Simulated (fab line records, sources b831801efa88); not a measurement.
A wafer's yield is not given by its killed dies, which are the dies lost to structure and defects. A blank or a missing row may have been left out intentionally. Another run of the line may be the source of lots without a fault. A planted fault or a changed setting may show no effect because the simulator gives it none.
8D (eight disciplines) problem report, filled in by code | flow gf180mcu | the parts of the form that need people (team, actions taken, sign-off) are left out

== 1. WHAT IS WRONG ==
Wafers free of any fault read 691 (standard deviation 5.4) for VT_IMPLANT_4_TW at GF_VT_IMPLANT_TW_MEAS_43, against a mean of 627 on 6 wafers of 2 lots. Measured from the usual mean, that is -12 standard deviations.
First seen on wafer L346.1, day 12 10:46, on film_metro-01. At this step, 41 wafers from 14 lots have a number in the record. The rule behind "out" and "out of limits": a value lying over 4 standard deviations away from the usual mean. The rest of the wafers with a number are treated as sound.

== 2. WHAT IT IS, WHAT IT ISN'T ==
question                    | is                           | is not
which readings at this step | VT_IMPLANT_4_TW              | -
which lots                  | L346, L347                   | L329, L330, L331, L333, L334, L335, L336, L338, L339, L341, L342, L351
which wafers of those lots  | all that have a number       | -
read on which gauges        | film_metro-01, film_metro-02 | film_metro-03
when                        | from day 12 10:46            | up to then (32 sound wafers); but 3 sound wafers of L351 came after

== 3. WHAT RULES OUT EACH SUSPECT ==
Counting: a tool at any process step up to the reading remains a suspect when it ran all the lots that are out and ran no sound lot after the first of those.
- ruled out: the gauge at GF_VT_IMPLANT_TW_MEAS_43. The wafers that are out were read on 2 gauges (film_metro-01, film_metro-02).
- implanter-02 at GF_VT_IMPLANT_IMPLANT_41: kept. All lots that are out passed through it, beginning with L346 at day 12 10:31, and no sound lot followed; its final sound lot before that point was L341 at day 11 03:25.
Remaining after the count: implanter-02 at GF_VT_IMPLANT_IMPLANT_41.

== 4. THE CAUSE (what the simulator had put in) ==
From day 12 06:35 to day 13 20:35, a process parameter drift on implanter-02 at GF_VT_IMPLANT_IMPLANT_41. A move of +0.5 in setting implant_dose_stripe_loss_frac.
Counting left only this tool.

== 5. THE CHAIN OF EFFECTS, in route order ==
Each row: a reading whose mean over the struck wafers that have a number lies more than 3 standard deviations from the usual. Only readings for which the record gives a usual standard deviation are gone through. hours: the time from each lot's start at the first step in this table that gives one to its start at this step, as a median over the lots. sigmas: the change in usual standard deviations.
hours | step                     | reading         | usual | on struck wafers | change | sigmas
0     | GF_VT_IMPLANT_TW_MEAS_43 | VT_IMPLANT_4_TW | 691   | 627              | -64    | -12
At these later measuring or inspecting steps, every struck wafer for which the step has a row has a number for every such reading, and none has moved that far: GF_HV_LDD_OVL_MEAS_47, GF_SAB_CD_MEAS_09, GF_SALICIDE_THK_MEAS_05.

== 6. HOW IT WOULD HAVE BEEN CAUGHT EARLIER ==
The first out-of-limits reading at a measuring or inspecting step in this record came at day 12 10:46, 4 hours after the fault's start at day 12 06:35.
Tool readings at GF_VT_IMPLANT_IMPLANT_41 with a usual standard deviation given in the record: none out on any struck wafer, hence no alarm at a limit of 4 standard deviations on them.
Lots out: 2; of these, L347 started GF_VT_IMPLANT_IMPLANT_41 on implanter-02 after day 12 10:46. It would have been spared by a hold on the tool at that moment.
